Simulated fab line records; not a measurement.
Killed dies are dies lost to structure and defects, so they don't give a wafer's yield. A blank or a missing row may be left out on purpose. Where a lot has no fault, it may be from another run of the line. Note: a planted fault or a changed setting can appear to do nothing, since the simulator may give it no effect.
Problem report, 8D (eight disciplines) form, completed by code -- flow sky130 -- the parts of the form that need people (team, actions taken, sign-off) are left out

== 1. WHAT IS WRONG ==
Mean of spinSpeedRpm at SKY_VIA3_COAT_06: 4073.0 rpm across 6 wafers in 2 lots; on wafers with no fault it is 3000.4 rpm (standard deviation 2.2). That is +99 or more standard deviations from the usual mean.
The step: resist thk 60 nm.
First observed at day 41 02:23: wafer L756.1, on lithoTrack-04. The record holds 30 wafers of 10 lots with a number at this step. Rule for "out" (also "out of limits"): further than 4 standard deviations from the usual mean. The rest of the wafers with a number are treated as sound.

== 2. WHAT IT IS, WHAT IT ISN'T ==
question,is,is not
which readings at this step,spinSpeedRpm,exhaustPa
which lots,"L756, L759","L752, L754, L755, L766, L768, L769, L773, L774"
which wafers of those lots,all that have a number,-
read on which tools,lithoTrack-04,lithoTrack-03
when,from day 41 02:23,"up to then (9 sound wafers); but 15 sound wafers of L766, L768, L769, L773, L774 came after"

== 3. SUSPECTS, AND WHAT RULES EACH OUT ==
Counting: a tool at any process step up to the reading remains a suspect when it ran all the lots that are out and ran no sound lot after the first of those.
- lithoTrack-04 at SKY_VIA3_COAT_06 (resist thk 60 nm): ruled out as a lasting fault. Following L756 (day 41 02:23), the first lot on it that is out, the sound lots L768, L769, L774, L773 were run on it.
Left after counting: nothing in the record.

== 4. THE CAUSE (what the simulator had put in) ==
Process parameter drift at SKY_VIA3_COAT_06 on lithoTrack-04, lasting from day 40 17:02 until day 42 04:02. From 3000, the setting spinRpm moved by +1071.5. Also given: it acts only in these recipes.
Counting ruled it out, wrongly.

== 5. SEQUENCE OF EFFECTS, ordered by route ==
Rows list readings where the struck wafers' mean (over those with a number) sits beyond 3 standard deviations from the usual. Readings are gone through only where the record gives a usual standard deviation; hours: the median, over the lots, of the time from a lot's start at the first step in this table giving one to that lot's start at this step; sigmas: the change measured in usual standard deviations.
hours,step,reading,usual,on struck wafers,change,sigmas
0,SKY_VIA3_COAT_06,spinSpeedRpm,3000.4 rpm,4073.0,+1072.6,+99 or more
12,SKY_VIA3_ETCH_14,oesProductAu,0.855 a.u.,0.787,-0.068,-14
Here are the process steps it includes:
- SKY_VIA3_COAT_06: resist thk 60 nm.
- SKY_VIA3_ETCH_14: etches BARC in N2/H2, stops on SiO2, time 45.9 s, target depth 60 nm.

== 6. HOW IT WOULD HAVE BEEN CAUGHT EARLIER ==
In this record no reading fell out of limits until day 41 02:23, 9 hours after the fault had begun at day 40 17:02.
